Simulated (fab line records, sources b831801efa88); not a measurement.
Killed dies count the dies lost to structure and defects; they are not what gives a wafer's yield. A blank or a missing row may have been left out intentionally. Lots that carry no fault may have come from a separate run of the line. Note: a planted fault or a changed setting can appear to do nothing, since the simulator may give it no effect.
fab line records / flow sky130
record lots=6 wafers=18 last-day=50
route steps=708 shown METAL1@454 VIA1@458 PAD_OPEN@708
lots untouched by any fault: they come from a run of this same line in which no faults occurred
start-h: hours from the record's opening day to when the first of the lot's shown wafers began / wait-h: time in hours since the lot's previous step / " as in the row above / L1.1+2: a single row standing in for several wafers / - no value, or no start was given / * or withheld: withheld / < > ~ a bound
route shown NAME@n: NAME is a module with steps in the file, n the number in the route of the first one / usual: mean/standard deviation of fault-free wafers / same: alike in all rows / chamber/n: place in a boat / sites: per-site readings / _std_site: how widely they spread, as a standard deviation / _edge_site: outer sites' mean less inner sites' / radius-mm: how far each site lies from the wafer's centre / mask NAME#n: copy n / behind: the last tool/chamber to shape the wafer / hold: why the lot went on hold/how many hours it stayed there/how the hold came to an end / device: whichever transistor did not switch (one of n, p or np) / end of line: the route-end tests of the same wafers / a step with no rows: only its recipe / killed: at the first sort, the dies lost to defects and structure; wafer yield is something else / map: dies across one wafer; x = killed, . = not, _ = none there
set.NAME: setting as actually run; set.NAME@STEP: the setting as run at that earlier step / model.NAME: the simulator's own value behind a step, which no gauge read
certain route steps with their lots: each step a table, each wafer a row
services: a tool's chamber out of use, with start hour (start-h, from the record's first day; less than 0 if before it), hours out, and reason
## steps
# step SKY_METAL1_STRIP_20
# recipe chemistry=O2/N2 power-w=1400 pressure-mtorr=1500 platen-temp-c=withheld o2-flow-sccm=3000 n2-flow-sccm=300 overash-fraction=0.5
# usual drypump-motor-current-A=5.7/0.62 oes-product-au=0.343/0.0051 strip-time-to-endpoint-s=2.68/0.08
lot.wafer=L242.3 tool=plasma-asher-02 chamber=0 start-h=813.31 wait-h=0.1 drypump-motor-current-A=6.5 oes-product-au=0.341 rf-hours-counter-h=- strip-time-to-endpoint-s=2.61
lot.wafer=L242.4 tool=plasma-asher-02 chamber=1 start-h=813.31 wait-h=0.1 drypump-motor-current-A=5.5 oes-product-au=0.332 rf-hours-counter-h=- strip-time-to-endpoint-s=2.59
lot.wafer=L242.6 tool=plasma-asher-02 chamber=1 start-h=813.31 wait-h=0.1 drypump-motor-current-A=5.5 oes-product-au=0.337 rf-hours-counter-h=- strip-time-to-endpoint-s=2.62
lot.wafer=L247.1 tool=plasma-asher-02 chamber=1 start-h=852.36 wait-h=0.1 drypump-motor-current-A=5.5 oes-product-au=0.333 rf-hours-counter-h=11 strip-time-to-endpoint-s=2.65
lot.wafer=L247.3 tool=plasma-asher-02 chamber=1 start-h=852.36 wait-h=0.1 drypump-motor-current-A=5.5 oes-product-au=0.338 rf-hours-counter-h=- strip-time-to-endpoint-s=2.74
lot.wafer=L247.6 tool=plasma-asher-02 chamber=1 start-h=852.36 wait-h=0.1 drypump-motor-current-A=5.5 oes-product-au=0.334 rf-hours-counter-h=- strip-time-to-endpoint-s=2.62
lot.wafer=L253.1 tool=plasma-asher-02 chamber=1 start-h=898.43 wait-h=0.1 drypump-motor-current-A=5.5 oes-product-au=0.352 rf-hours-counter-h=15 strip-time-to-endpoint-s=2.85
lot.wafer=L253.2 tool=plasma-asher-02 chamber=0 start-h=898.43 wait-h=0.1 drypump-motor-current-A=6.4 oes-product-au=0.338 rf-hours-counter-h=15 strip-time-to-endpoint-s=2.65
lot.wafer=L253.3 tool=plasma-asher-02 chamber=0 start-h=898.43 wait-h=0.1 drypump-motor-current-A=6.4 oes-product-au=0.344 rf-hours-counter-h=- strip-time-to-endpoint-s=2.83
lot.wafer=L255.1 tool=plasma-asher-03 chamber=0 start-h=908.98 wait-h=0.1 drypump-motor-current-A=6.5 oes-product-au=0.336 rf-hours-counter-h=112 strip-time-to-endpoint-s=2.60
lot.wafer=L255.4 tool=plasma-asher-03 chamber=1 start-h=908.98 wait-h=0.1 drypump-motor-current-A=5.0 oes-product-au=0.339 rf-hours-counter-h=- strip-time-to-endpoint-s=2.83
lot.wafer=L255.6 tool=plasma-asher-03 chamber=0 start-h=908.98 wait-h=0.1 drypump-motor-current-A=6.4 oes-product-au=0.352 rf-hours-counter-h=- strip-time-to-endpoint-s=2.82
lot.wafer=L257.3 tool=plasma-asher-02 chamber=0 start-h=922.31 wait-h=0.1 drypump-motor-current-A=6.4 oes-product-au=0.348 rf-hours-counter-h=- strip-time-to-endpoint-s=2.75
lot.wafer=L257.4 tool=plasma-asher-02 chamber=1 start-h=922.31 wait-h=0.1 drypump-motor-current-A=5.5 oes-product-au=0.340 rf-hours-counter-h=- strip-time-to-endpoint-s=2.60
lot.wafer=L257.6 tool=plasma-asher-02 chamber=1 start-h=922.31 wait-h=0.1 drypump-motor-current-A=5.5 oes-product-au=0.344 rf-hours-counter-h=- strip-time-to-endpoint-s=2.72
lot.wafer=L259.1 tool=plasma-asher-02 chamber=1 start-h=943.61 wait-h=0.1 drypump-motor-current-A=5.5 oes-product-au=0.345 rf-hours-counter-h=20 strip-time-to-endpoint-s=2.61
lot.wafer=L259.5 tool=plasma-asher-02 chamber=0 start-h=943.61 wait-h=0.1 drypump-motor-current-A=6.4 oes-product-au=0.344 rf-hours-counter-h=- strip-time-to-endpoint-s=2.61
lot.wafer=L259.6 tool=plasma-asher-02 chamber=1 start-h=943.61 wait-h=0.1 drypump-motor-current-A=5.5 oes-product-au=0.338 rf-hours-counter-h=- strip-time-to-endpoint-s=2.59
# step SKY_METAL1_STRIP_21
# recipe chemistry=post-etch-residue-remover time-s=1200 temp-c=72.5
# step SKY_METAL1_CLEAN_22
# recipe chemistry=IPA time-s=180 temp-c=25
# step SKY_METAL1_CLEAN_23
# recipe chemistry=O3/DIW dry=n2-spin
# step SKY_VIA1_HDPCVD_00
# recipe material=SiO2 target-thk-nm=1030 sigma-open-frac=0.3 time-s=171.7 temp-c=400 sih4-flow-sccm=60 pressure-mtorr=6
# step SKY_VIA1_THK_MEAS_01
# recipe reads=SiO2_of_VIA1_HDPCVD_00
# usual VIA1_HDPCVD_THK=1026/11
lot.wafer=L242.3 tool=film-metro-02 chamber=- start-h=814.04 wait-h=0.1 VIA1_HDPCVD_THK[nm]=1039
lot.wafer=L242.4 tool=film-metro-02 chamber=- start-h=814.04 wait-h=0.1 VIA1_HDPCVD_THK[nm]=1013
lot.wafer=L242.6 tool=film-metro-02 chamber=- start-h=814.04 wait-h=0.1 VIA1_HDPCVD_THK[nm]=1026
lot.wafer=L247.1 tool=film-metro-03 chamber=- start-h=853.18 wait-h=0.1 VIA1_HDPCVD_THK[nm]=1023
lot.wafer=L247.3 tool=film-metro-03 chamber=- start-h=853.18 wait-h=0.1 VIA1_HDPCVD_THK[nm]=1031
lot.wafer=L247.6 tool=film-metro-03 chamber=- start-h=853.18 wait-h=0.1 VIA1_HDPCVD_THK[nm]=1020
lot.wafer=L253.1 tool=film-metro-03 chamber=- start-h=899.13 wait-h=0.1 VIA1_HDPCVD_THK[nm]=1026
lot.wafer=L253.2 tool=film-metro-03 chamber=- start-h=899.13 wait-h=0.1 VIA1_HDPCVD_THK[nm]=1029
lot.wafer=L253.3 tool=film-metro-03 chamber=- start-h=899.13 wait-h=0.1 VIA1_HDPCVD_THK[nm]=1031
lot.wafer=L255.1 tool=film-metro-02 chamber=- start-h=909.68 wait-h=0.1 VIA1_HDPCVD_THK[nm]=1020
lot.wafer=L255.4 tool=film-metro-02 chamber=- start-h=909.68 wait-h=0.1 VIA1_HDPCVD_THK[nm]=1012
lot.wafer=L255.6 tool=film-metro-02 chamber=- start-h=909.68 wait-h=0.1 VIA1_HDPCVD_THK[nm]=1027
lot.wafer=L257.3 tool=film-metro-03 chamber=- start-h=923.02 wait-h=0.1 VIA1_HDPCVD_THK[nm]=1011
lot.wafer=L257.4 tool=film-metro-03 chamber=- start-h=923.02 wait-h=0.1 VIA1_HDPCVD_THK[nm]=1003
lot.wafer=L257.6 tool=film-metro-03 chamber=- start-h=923.02 wait-h=0.1 VIA1_HDPCVD_THK[nm]=1013
lot.wafer=L259.1 tool=film-metro-02 chamber=- start-h=944.79 wait-h=0.1 VIA1_HDPCVD_THK[nm]=1024
lot.wafer=L259.5 tool=film-metro-02 chamber=- start-h=944.79 wait-h=0.1 VIA1_HDPCVD_THK[nm]=1027
lot.wafer=L259.6 tool=film-metro-02 chamber=- start-h=944.79 wait-h=0.1 VIA1_HDPCVD_THK[nm]=1024
# step SKY_VIA1_CMP_02
# recipe material=SiO2 down-force-psi=4 platen-rpm=60 pad-velocity-m-s=0.94248
# usual head-pressure-psi=4.000/0.009 motor-current-A=11.7/1.1
lot.wafer=L242.3 tool=cmp-01 chamber=1 start-h=814.08 wait-h=0.0 head-pressure-psi=3.996 motor-current-A=12.7
lot.wafer=L242.4 tool=cmp-01 chamber=3 start-h=814.08 wait-h=0.0 head-pressure-psi=4.014 motor-current-A=13.0
lot.wafer=L242.6 tool=cmp-01 chamber=1 start-h=814.08 wait-h=0.0 head-pressure-psi=4.002 motor-current-A=12.0
lot.wafer=L247.3 tool=cmp-02 chamber=1 start-h=853.34 wait-h=0.1 head-pressure-psi=3.992 motor-current-A=10.5
lot.wafer=L247.1 tool=cmp-02 chamber=2 start-h=853.34 wait-h=0.1 head-pressure-psi=3.993 motor-current-A=10.5
lot.wafer=L247.6 tool=cmp-02 chamber=0 start-h=853.34 wait-h=0.1 head-pressure-psi=3.990 motor-current-A=9.3
lot.wafer=L253.2 tool=cmp-01 chamber=3 start-h=899.40 wait-h=0.2 head-pressure-psi=4.003 motor-current-A=12.9
lot.wafer=L253.3 tool=cmp-01 chamber=0 start-h=899.40 wait-h=0.2 head-pressure-psi=3.994 motor-current-A=11.3
lot.wafer=L253.1 tool=cmp-01 chamber=1 start-h=899.40 wait-h=0.2 head-pressure-psi=3.998 motor-current-A=12.4
lot.wafer=L255.4 tool=cmp-02 chamber=2 start-h=909.79 wait-h=0.1 head-pressure-psi=3.994 motor-current-A=10.7
lot.wafer=L255.1 tool=cmp-02 chamber=0 start-h=909.79 wait-h=0.1 head-pressure-psi=4.001 motor-current-A=9.5
lot.wafer=L255.6 tool=cmp-02 chamber=1 start-h=909.79 wait-h=0.1 head-pressure-psi=4.004 motor-current-A=10.7
lot.wafer=L257.4 tool=cmp-02 chamber=2 start-h=923.11 wait-h=0.1 head-pressure-psi=3.997 motor-current-A=10.4
lot.wafer=L257.3 tool=cmp-02 chamber=3 start-h=923.11 wait-h=0.1 head-pressure-psi=3.998 motor-current-A=13.1
lot.wafer=L257.6 tool=cmp-02 chamber=2 start-h=923.11 wait-h=0.1 head-pressure-psi=4.004 motor-current-A=10.8
lot.wafer=L259.1 tool=cmp-01 chamber=3 start-h=944.90 wait-h=0.1 head-pressure-psi=3.991 motor-current-A=12.9
lot.wafer=L259.5 tool=cmp-01 chamber=2 start-h=944.90 wait-h=0.1 head-pressure-psi=3.993 motor-current-A=11.0
lot.wafer=L259.6 tool=cmp-01 chamber=3 start-h=944.90 wait-h=0.1 head-pressure-psi=3.993 motor-current-A=12.9
# step SKY_VIA1_BOW_MEAS_03
# recipe mode=bow
# usual VIA1_BOW=80/6.6
lot.wafer=L242.3 tool=film-metro-03 chamber=- start-h=814.42 wait-h=0.3 VIA1_BOW[um]=80
lot.wafer=L242.4 tool=film-metro-03 chamber=- start-h=814.42 wait-h=0.3 VIA1_BOW[um]=75
lot.wafer=L242.6 tool=film-metro-03 chamber=- start-h=814.42 wait-h=0.3 VIA1_BOW[um]=77
lot.wafer=L247.1 tool=film-metro-03 chamber=- start-h=853.54 wait-h=0.1 VIA1_BOW[um]=81
lot.wafer=L247.3 tool=film-metro-03 chamber=- start-h=853.54 wait-h=0.1 VIA1_BOW[um]=70
lot.wafer=L247.6 tool=film-metro-03 chamber=- start-h=853.54 wait-h=0.1 VIA1_BOW[um]=73
lot.wafer=L253.1 tool=film-metro-03 chamber=- start-h=899.65 wait-h=0.1 VIA1_BOW[um]=86
lot.wafer=L253.2 tool=film-metro-03 chamber=- start-h=899.65 wait-h=0.1 VIA1_BOW[um]=80
lot.wafer=L253.3 tool=film-metro-03 chamber=- start-h=899.65 wait-h=0.1 VIA1_BOW[um]=71
lot.wafer=L255.1 tool=film-metro-03 chamber=- start-h=910.04 wait-h=0.1 VIA1_BOW[um]=93
lot.wafer=L255.4 tool=film-metro-03 chamber=- start-h=910.04 wait-h=0.1 VIA1_BOW[um]=88
lot.wafer=L255.6 tool=film-metro-03 chamber=- start-h=910.04 wait-h=0.1 VIA1_BOW[um]=84
lot.wafer=L257.3 tool=film-metro-02 chamber=- start-h=923.40 wait-h=0.2 VIA1_BOW[um]=75
lot.wafer=L257.4 tool=film-metro-02 chamber=- start-h=923.40 wait-h=0.2 VIA1_BOW[um]=76
lot.wafer=L257.6 tool=film-metro-02 chamber=- start-h=923.40 wait-h=0.2 VIA1_BOW[um]=76
lot.wafer=L259.1 tool=film-metro-02 chamber=- start-h=945.15 wait-h=0.2 VIA1_BOW[um]=74
lot.wafer=L259.5 tool=film-metro-02 chamber=- start-h=945.15 wait-h=0.2 VIA1_BOW[um]=75
lot.wafer=L259.6 tool=film-metro-02 chamber=- start-h=945.15 wait-h=0.2 VIA1_BOW[um]=64
# step SKY_VIA1_DEHYDRATE_04
# recipe temp-c=200 time-s=60
# step SKY_VIA1_HMDS_05
# recipe prime-time-s=60 prime-temp-c=120
# step SKY_VIA1_COAT_06
# recipe resist=BARC temp-c=withheld time-s=withheld spin-rpm=3000 resist-thk-nm=60
# step SKY_VIA1_COAT_07
# recipe resist=KrF-thick spin-rpm=3000 resist-thk-nm=450
# step SKY_VIA1_SOFTBAKE_08
# recipe temp-c=100 time-s=90 resist=KrF-thick
# usual exhaust-pa=44.7/0.9 heater-power-total-W=57.37/0.11 run-length-s=119.16/0.12
lot.wafer=L242.3 tool=litho-track-04 chamber=0 start-h=827 wait-h=- exhaust-pa=45.4 heater-power-total-W=57.24 run-length-s=119.11
lot.wafer=L242.4 tool=litho-track-04 chamber=0 start-h=827 wait-h=- exhaust-pa=44.2 heater-power-total-W=57.38 run-length-s=119.09
lot.wafer=L242.6 tool=litho-track-04 chamber=0 start-h=827 wait-h=- exhaust-pa=45.5 heater-power-total-W=57.33 run-length-s=119.17
lot.wafer=L247.1 tool=litho-track-03 chamber=0 start-h=866 wait-h=- exhaust-pa=44.5 heater-power-total-W=57.16 run-length-s=119.13
lot.wafer=L247.3 tool=litho-track-03 chamber=0 start-h=866 wait-h=- exhaust-pa=43.7 heater-power-total-W=57.25 run-length-s=119.33
lot.wafer=L247.6 tool=litho-track-03 chamber=0 start-h=866 wait-h=- exhaust-pa=44.0 heater-power-total-W=57.40 run-length-s=119.14
lot.wafer=L253.1 tool=litho-track-03 chamber=0 start-h=912 wait-h=- exhaust-pa=43.8 heater-power-total-W=60.37 run-length-s=106.54
lot.wafer=L253.2 tool=litho-track-03 chamber=0 start-h=912 wait-h=- exhaust-pa=44.2 heater-power-total-W=60.29 run-length-s=106.60
lot.wafer=L253.3 tool=litho-track-03 chamber=0 start-h=912 wait-h=- exhaust-pa=44.4 heater-power-total-W=57.49 run-length-s=119.08
lot.wafer=L255.1 tool=litho-track-03 chamber=0 start-h=922 wait-h=- exhaust-pa=44.2 heater-power-total-W=60.18 run-length-s=106.52
lot.wafer=L255.4 tool=litho-track-03 chamber=0 start-h=922 wait-h=- exhaust-pa=43.7 heater-power-total-W=60.11 run-length-s=106.49
lot.wafer=L255.6 tool=litho-track-03 chamber=0 start-h=922 wait-h=- exhaust-pa=43.7 heater-power-total-W=57.47 run-length-s=119.19
lot.wafer=L257.3 tool=litho-track-04 chamber=0 start-h=936 wait-h=- exhaust-pa=43.8 heater-power-total-W=57.55 run-length-s=119.07
lot.wafer=L257.4 tool=litho-track-04 chamber=0 start-h=936 wait-h=- exhaust-pa=44.1 heater-power-total-W=57.47 run-length-s=119.45
lot.wafer=L257.6 tool=litho-track-04 chamber=0 start-h=936 wait-h=- exhaust-pa=44.3 heater-power-total-W=57.14 run-length-s=118.98
lot.wafer=L259.1 tool=litho-track-04 chamber=0 start-h=956 wait-h=- exhaust-pa=44.2 heater-power-total-W=57.39 run-length-s=119.19
lot.wafer=L259.5 tool=litho-track-04 chamber=0 start-h=956 wait-h=- exhaust-pa=43.9 heater-power-total-W=57.44 run-length-s=119.20
lot.wafer=L259.6 tool=litho-track-04 chamber=0 start-h=956 wait-h=- exhaust-pa=44.6 heater-power-total-W=57.39 run-length-s=119.14
# step SKY_VIA1_EXPOSE_09
# recipe mask-id=VIM na=0.8 source-shape=annular sigma-inner=0.55 sigma-outer=0.85 target-cd-nm=150 dose-mj=38
# step SKY_PAD_OPEN_PROBE_99
# usual defect-limited-yield=82.7/1.8 killed_at_M0_to_M3=42/7.2 killed_at_M4_up=3.4/2.1 killed-at-contacts=24/5.4 killed-at-front-end=15/4 killed-at-other=0.3/0.53 killed-dies=85/8.8 killed-open=47/6.7 killed-short=38/6.5 sort_bin_3_pad_short=0.8/0.4 sort_bin_5_function=10.2/1.3 sort_bin_6_memory=6.2/1.2 sort-n-pass=407/8.8 sort-yield-pct=82.7/1.8
# same gross-dies=492 killed-at-back-side=0 sort_bin_4_leakage[%]=0 sort_bin_8_speed[%]=0
lot.wafer=L242.3 tool=prober-02 chamber=- start-h=1117.58 wait-h=0.2 defect-limited-yield[%]=84.8 killed_at_M0_to_M3=34 killed_at_M4_up=4 killed-at-contacts=22 killed-at-front-end=15 killed-at-other=0 killed-dies=75 killed-open=44 killed-short=28 sort_bin_3_pad_short[%]=0.8 sort_bin_5_function[%]=8.7 sort_bin_6_memory[%]=5.7 sort-n-pass=417 sort-yield-pct[%]=84.8
lot.wafer=L242.4 tool=prober-02 chamber=- start-h=1117.63 wait-h=0.2 defect-limited-yield[%]=83.7 killed_at_M0_to_M3=37 killed_at_M4_up=4 killed-at-contacts=18 killed-at-front-end=21 killed-at-other=0 killed-dies=80 killed-open=44 killed-short=35 sort_bin_3_pad_short[%]=0.6 sort_bin_5_function[%]=10.4 sort_bin_6_memory[%]=5.3 sort-n-pass=412 sort-yield-pct[%]=83.7
lot.wafer=L242.6 tool=prober-02 chamber=- start-h=1117.73 wait-h=0.2 defect-limited-yield[%]=85.0 killed_at_M0_to_M3=42 killed_at_M4_up=3 killed-at-contacts=16 killed-at-front-end=13 killed-at-other=0 killed-dies=74 killed-open=46 killed-short=27 sort_bin_3_pad_short[%]=0.4 sort_bin_5_function[%]=9.1 sort_bin_6_memory[%]=5.5 sort-n-pass=418 sort-yield-pct[%]=85.0
lot.wafer=L247.1 tool=prober-01 chamber=- start-h=1142.95 wait-h=0.1 defect-limited-yield[%]=80.3 killed_at_M0_to_M3=48 killed_at_M4_up=3 killed-at-contacts=37 killed-at-front-end=9 killed-at-other=0 killed-dies=97 killed-open=56 killed-short=41 sort_bin_3_pad_short[%]=1.0 sort_bin_5_function[%]=11.4 sort_bin_6_memory[%]=7.3 sort-n-pass=395 sort-yield-pct[%]=80.3
lot.wafer=L247.3 tool=prober-01 chamber=- start-h=1143.05 wait-h=0.2 defect-limited-yield[%]=85.4 killed_at_M0_to_M3=43 killed_at_M4_up=0 killed-at-contacts=18 killed-at-front-end=11 killed-at-other=0 killed-dies=72 killed-open=40 killed-short=32 sort_bin_3_pad_short[%]=0.2 sort_bin_5_function[%]=9.3 sort_bin_6_memory[%]=5.1 sort-n-pass=420 sort-yield-pct[%]=85.4
lot.wafer=L247.6 tool=prober-01 chamber=- start-h=1143.20 wait-h=0.2 defect-limited-yield[%]=82.1 killed_at_M0_to_M3=37 killed_at_M4_up=5 killed-at-contacts=33 killed-at-front-end=13 killed-at-other=0 killed-dies=88 killed-open=51 killed-short=37 sort_bin_3_pad_short[%]=0.4 sort_bin_5_function[%]=12.0 sort_bin_6_memory[%]=5.5 sort-n-pass=404 sort-yield-pct[%]=82.1
lot.wafer=L255.1 tool=prober-02 chamber=- start-h=1181.75 wait-h=0.1 defect-limited-yield[%]=82.1 killed_at_M0_to_M3=40 killed_at_M4_up=1 killed-at-contacts=28 killed-at-front-end=19 killed-at-other=0 killed-dies=88 killed-open=53 killed-short=35 sort_bin_3_pad_short[%]=1.0 sort_bin_5_function[%]=10.8 sort_bin_6_memory[%]=6.1 sort-n-pass=404 sort-yield-pct[%]=82.1
lot.wafer=L255.4 tool=prober-02 chamber=- start-h=1181.90 wait-h=0.2 defect-limited-yield[%]=86.2 killed_at_M0_to_M3=33 killed_at_M4_up=3 killed-at-contacts=21 killed-at-front-end=11 killed-at-other=0 killed-dies=68 killed-open=46 killed-short=21 sort_bin_3_pad_short[%]=0.8 sort_bin_5_function[%]=8.3 sort_bin_6_memory[%]=4.7 sort-n-pass=424 sort-yield-pct[%]=86.2
lot.wafer=L255.6 tool=prober-02 chamber=- start-h=1182.00 wait-h=0.2 defect-limited-yield[%]=81.5 killed_at_M0_to_M3=45 killed_at_M4_up=4 killed-at-contacts=25 killed-at-front-end=17 killed-at-other=0 killed-dies=91 killed-open=46 killed-short=45 sort_bin_3_pad_short[%]=1.2 sort_bin_5_function[%]=10.6 sort_bin_6_memory[%]=6.7 sort-n-pass=401 sort-yield-pct[%]=81.5
lot.wafer=L259.1 tool=prober-02 chamber=- start-h=1202.99 wait-h=0.1 defect-limited-yield[%]=79.5 killed_at_M0_to_M3=48 killed_at_M4_up=6 killed-at-contacts=33 killed-at-front-end=14 killed-at-other=0 killed-dies=101 killed-open=52 killed-short=49 sort_bin_3_pad_short[%]=0.6 sort_bin_5_function[%]=12.0 sort_bin_6_memory[%]=7.9 sort-n-pass=391 sort-yield-pct[%]=79.5
lot.wafer=L259.5 tool=prober-02 chamber=- start-h=1203.19 wait-h=0.2 defect-limited-yield[%]=80.9 killed_at_M0_to_M3=52 killed_at_M4_up=6 killed-at-contacts=22 killed-at-front-end=14 killed-at-other=0 killed-dies=94 killed-open=58 killed-short=36 sort_bin_3_pad_short[%]=1.0 sort_bin_5_function[%]=10.4 sort_bin_6_memory[%]=7.7 sort-n-pass=398 sort-yield-pct[%]=80.9
lot.wafer=L259.6 tool=prober-02 chamber=- start-h=1203.24 wait-h=0.2 defect-limited-yield[%]=83.7 killed_at_M0_to_M3=29 killed_at_M4_up=2 killed-at-contacts=34 killed-at-front-end=15 killed-at-other=0 killed-dies=80 killed-open=47 killed-short=33 sort_bin_3_pad_short[%]=1.0 sort_bin_5_function[%]=9.1 sort_bin_6_memory[%]=6.1 sort-n-pass=412 sort-yield-pct[%]=83.7
# killed by level:class
L242.3 VIA1:geometric-particle:open=14 LI_CONTACT:geometric-particle:open=6 VIA2:geometric-particle:open=6 FIELD_ISO:geometric-particle:open=4 CONTACT:geometric-particle:open=4 CONTACT:geometric-particle:short=4 VIA1:geometric-particle:short=4 FIELD_ISO:geometric-particle:short=3
L242.4 METAL1:geometric-particle:short=8 VIA2:geometric-particle:open=8 POLY_GATE:geometric-particle:open=7 LI_CONTACT:geometric-particle:open=7 FIELD_ISO:geometric-particle:open=6 VIA1:geometric-particle:short=6 CONTACT:geometric-particle:open=5 VIA1:geometric-particle:open=4
L242.6 VIA1:geometric-particle:open=11 VIA2:geometric-particle:open=8 VIA3:geometric-particle:open=7 METAL2:geometric-particle:short=7 CONTACT:geometric-particle:open=6 FIELD_ISO:geometric-particle:open=5 LI_CONTACT:geometric-particle:open=3 METAL3:geometric-particle:short=3
L247.1 VIA1:geometric-particle:open=14 CONTACT:geometric-particle:open=11 LI_CONTACT:geometric-particle:open=10 VIA2:geometric-particle:open=8 CONTACT:geometric-particle:short=7 METAL2:geometric-particle:short=7 VIA3:geometric-particle:open=6 LOCAL_INTERCONNECT:geometric-particle:short=5
L247.3 VIA1:geometric-particle:open=9 CONTACT:geometric-particle:open=8 METAL2:geometric-particle:short=7 LI_CONTACT:geometric-particle:open=6 METAL1:geometric-particle:short=5 VIA3:geometric-particle:short=5 VIA1:geometric-particle:short=4 FIELD_ISO:geometric-particle:open=3
L247.6 LI_CONTACT:geometric-particle:open=12 VIA1:geometric-particle:open=12 CONTACT:geometric-particle:open=9 METAL1:geometric-particle:short=6 CONTACT:geometric-particle:short=5 FIELD_ISO:geometric-particle:open=4 LOCAL_INTERCONNECT:geometric-particle:short=4 METAL2:geometric-particle:short=4
L255.1 VIA1:geometric-particle:open=12 CONTACT:geometric-particle:open=10 FIELD_ISO:geometric-particle:open=8 LI_CONTACT:geometric-particle:open=6 METAL2:geometric-particle:short=5 VIA1:geometric-particle:short=5 VIA2:geometric-particle:open=5 LI_CONTACT:geometric-particle:short=4
L255.4 VIA1:geometric-particle:open=14 POLY_GATE:geometric-particle:open=7 VIA3:geometric-particle:open=7 CONTACT:geometric-particle:short=6 LI_CONTACT:geometric-particle:open=5 CONTACT:geometric-particle:open=5 LOCAL_INTERCONNECT:geometric-particle:short=3 METAL2:geometric-particle:short=3
L255.6 LI_CONTACT:geometric-particle:open=9 VIA2:geometric-particle:open=9 VIA1:geometric-particle:open=8 VIA1:geometric-particle:short=7 FIELD_ISO:geometric-particle:short=5 LOCAL_INTERCONNECT:geometric-particle:short=4 CONTACT:geometric-particle:open=4 CONTACT:geometric-particle:short=4
L259.1 LI_CONTACT:geometric-particle:open=10 VIA1:geometric-particle:short=10 CONTACT:geometric-particle:open=9 VIA1:geometric-particle:open=8 CONTACT:geometric-particle:short=7 METAL2:geometric-particle:short=6 METAL1:geometric-particle:short=6 VIA3:geometric-particle:open=5
L259.5 VIA1:geometric-particle:open=13 VIA3:geometric-particle:open=12 LI_CONTACT:geometric-particle:open=8 VIA1:geometric-particle:short=7 CONTACT:geometric-particle:open=6 FIELD_ISO:geometric-particle:open=5 METAL4:geometric-particle:short=5 LOCAL_INTERCONNECT:geometric-particle:short=4
L259.6 LI_CONTACT:geometric-particle:open=13 VIA1:geometric-particle:open=11 CONTACT:geometric-particle:open=9 LI_CONTACT:geometric-particle:short=7 FIELD_ISO:geometric-particle:short=5 POLY_GATE:geometric-particle:open=4 VIA1:geometric-particle:short=4 METAL1:geometric-particle:short=3
## services
tool=cmp-02 chamber=- start-h=790.38 hours=2.3 kind=repair
tool=cmp-01 chamber=- start-h=799.56 hours=3.5 kind=pm
tool=cmp-01 chamber=- start-h=810.60 hours=0.6 kind=repair
tool=plasma-asher-02 chamber=- start-h=839.02 hours=1.6 kind=repair
tool=cmp-01 chamber=- start-h=884.75 hours=2.9 kind=repair
tool=cmp-02 chamber=- start-h=897.51 hours=2.3 kind=repair
tool=cmp-02 chamber=- start-h=912.15 hours=4.0 kind=pm
tool=cmp-02 chamber=- start-h=913.13 hours=3.7 kind=repair
tool=cmp-02 chamber=- start-h=916.15 hours=- kind=consumable-replace:conditioner
tool=cmp-02 chamber=- start-h=916.15 hours=- kind=consumable-replace:pad
tool=plasma-asher-03 chamber=- start-h=917.72 hours=14.6 kind=pm
tool=cmp-02 chamber=- start-h=921.65 hours=0.5 kind=repair
tool=plasma-asher-03 chamber=- start-h=933.80 hours=1.7 kind=repair
tool=plasma-asher-03 chamber=- start-h=955.15 hours=12.0 kind=repair
## key
first-sign step=SKY_VIA1_SOFTBAKE_08 reading=run-length-s direction=down sigmas=99+ usual=* struck=*
effect step=SKY_VIA1_SOFTBAKE_08 reading=heater-power-total-W direction=up sigmas=26 usual=* struck=*
met-at SKY_VIA1_SOFTBAKE_08
struck-wafers L253.1,L253.2,L255.1,L255.4
onset-between 866 912
fault kind=process-parameter-drift tool=litho-track-03 chamber=- onset-h=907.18 steps=SKY_VIA1_SOFTBAKE_08 channel=time-s offset=* shape=step end-h=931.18 scope=struck-wafers-only acts-in=* stated=*
